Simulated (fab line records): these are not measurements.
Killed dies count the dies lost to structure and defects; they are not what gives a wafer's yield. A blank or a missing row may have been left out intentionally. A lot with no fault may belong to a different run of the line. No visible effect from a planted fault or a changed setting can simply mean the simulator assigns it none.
Which tool was responsible? | flow sky130 | 12 lots, 36 wafers sampled, at 3 steps of a route of 708

## WHAT THE GAUGES READ, wafer by wafer
SKY_VIA1_THK_MEAS_01.
lot  | measured     | on           | VIA1_HDPCVD_THK (nm)
L730 | day 33 16:56 | filmMetro-02 | 1027 1034 1035
L731 | day 33 21:32 | filmMetro-04 | 1009 1029 1038
L732 | day 34 13:34 | filmMetro-04 | 1029 1012 1004
L733 | day 34 16:19 | filmMetro-03 | 1025 1037 1029
L735 | day 35 00:35 | filmMetro-03 | 1046 1028 1055
L737 | day 35 14:14 | filmMetro-04 | 1030 1033 1031
L740 | day 36 11:50 | filmMetro-02 | 1013 1024 986
L741 | day 36 18:11 | filmMetro-04 | 1026 1012 1047
L744 | day 38 08:17 | filmMetro-02 | 1013 994 1013
L746 | day 38 20:20 | filmMetro-02 | 992 1035 986
L748 | day 39 01:45 | filmMetro-03 | 1016 1009 1024
L751 | day 39 23:17 | filmMetro-04 | 1010 1039 1016

## WHAT TOOL EACH LOT RAN ON (gives the tool, then ch and the chambers of the sampled wafers, and finally the start)
lot  | SKY_METAL1_DESCUM_17             | SKY_METAL1_ETCH_18
L730 | rieMetal-03 ch 0,1, day 33 16:04 | rieMetal-03 ch 0,1, day 33 16:05
L731 | rieMetal-03 ch 0, day 33 20:24   | rieMetal-03 ch 0, day 33 20:28
L732 | rieMetal-03 ch 0,1, day 34 12:35 | rieMetal-03 ch 0,1, day 34 12:37
L733 | rieMetal-04 ch 0,1, day 34 15:17 | rieMetal-04 ch 0,1, day 34 15:19
L735 | rieMetal-01 ch 0,1, day 34 23:41 | rieMetal-01 ch 0,1, day 34 23:43
L737 | rieMetal-01 ch 0,1, day 35 13:21 | rieMetal-01 ch 0,1, day 35 13:23
L740 | rieMetal-01 ch 0,1, day 36 10:54 | rieMetal-01 ch 0,1, day 36 10:56
L741 | rieMetal-03 ch 0,1, day 36 17:18 | rieMetal-03 ch 0,1, day 36 17:20
L744 | rieMetal-03 ch 0,1, day 38 07:21 | rieMetal-03 ch 0,1, day 38 07:23
L746 | rieMetal-04 ch 0,1, day 38 19:26 | rieMetal-04 ch 0,1, day 38 19:28
L748 | rieMetal-03 ch 0,1, day 39 00:52 | rieMetal-03 ch 0,1, day 39 00:53
L751 | rieMetal-01 ch 0,1, day 39 22:23 | rieMetal-01 ch 0,1, day 39 22:25
- SKY_METAL1_DESCUM_17: chemistry O2, time 8 s.
- SKY_METAL1_ETCH_18: etches BARC in N2/H2, stops on SiO2, time 45.9 s, target depth 60 nm.

## AS READ BY THE TOOLS THEMSELVES (means over the sampled wafers that have a number; for cases with no such wafer, the mark the record gives instead)
SKY_METAL1_DESCUM_17.
lot  | tool        | drypumpMotorCurrentA (A) | oesProductAu (a.u.)
L730 | rieMetal-03 | 5.72                     | 0.981
L731 | rieMetal-03 | 5.78                     | 0.969
L732 | rieMetal-03 | 5.72                     | 0.981
L733 | rieMetal-04 | 5.52                     | 0.998
L735 | rieMetal-01 | 5.56                     | 1.000
L737 | rieMetal-01 | 5.45                     | 1.010
L740 | rieMetal-01 | 5.58                     | 1.001
L741 | rieMetal-03 | 5.69                     | 0.977
L744 | rieMetal-03 | 5.67                     | 0.979
L746 | rieMetal-04 | 5.53                     | 0.998
L748 | rieMetal-03 | 5.68                     | 0.989
L751 | rieMetal-01 | 5.45                     | 0.998

SKY_METAL1_ETCH_18.
lot  | tool        | drypumpMotorCurrentA (A) | oesProductAu (a.u.) | throttleValvePct (%)
L730 | rieMetal-03 | 5.75                     | 0.858               | 13.224
L731 | rieMetal-03 | 5.83                     | 0.852               | 13.223
L732 | rieMetal-03 | 5.71                     | 0.853               | 13.222
L733 | rieMetal-04 | 5.53                     | 0.857               | 13.243
L735 | rieMetal-01 | 5.57                     | 0.853               | 13.218
L737 | rieMetal-01 | 5.46                     | 0.856               | 13.224
L740 | rieMetal-01 | 5.56                     | 0.852               | 13.233
L741 | rieMetal-03 | 5.70                     | 0.853               | 13.230
L744 | rieMetal-03 | 5.71                     | 0.854               | 13.219
L746 | rieMetal-04 | 5.53                     | 0.858               | 13.224
L748 | rieMetal-03 | 5.68                     | 0.855               | 13.219
L751 | rieMetal-01 | 5.45                     | 0.860               | 13.215

## THE ANSWER, worked out from the rows above alone
Rule: the lots themselves supply what counts as usual. The widest of any qualifying gaps counts: lots, ordered by their means at a reading, are off when they make up no more than a third of the lots, leave a main group of 4 or more, and stand apart from it by 3 or more times the standard deviation of that group's means. If all means in a main group match to the digits the tables above print for the reading, that group is not used. Also off: a lot with no number at a reading for which 4 or more lots have one. Any other lot the step has rows for is counted as sound. After the gauges, taken in route order, come the tools' own readings; for these a lot's mean is taken, as printed above. The first step at which some lot is off is used, and at that step the reading that is off furthest; a lot without a number counts as furthest.
No lot is off at any reading shown: from this, nothing can be told.

## WHAT THE SIMULATOR HAD PUT IN
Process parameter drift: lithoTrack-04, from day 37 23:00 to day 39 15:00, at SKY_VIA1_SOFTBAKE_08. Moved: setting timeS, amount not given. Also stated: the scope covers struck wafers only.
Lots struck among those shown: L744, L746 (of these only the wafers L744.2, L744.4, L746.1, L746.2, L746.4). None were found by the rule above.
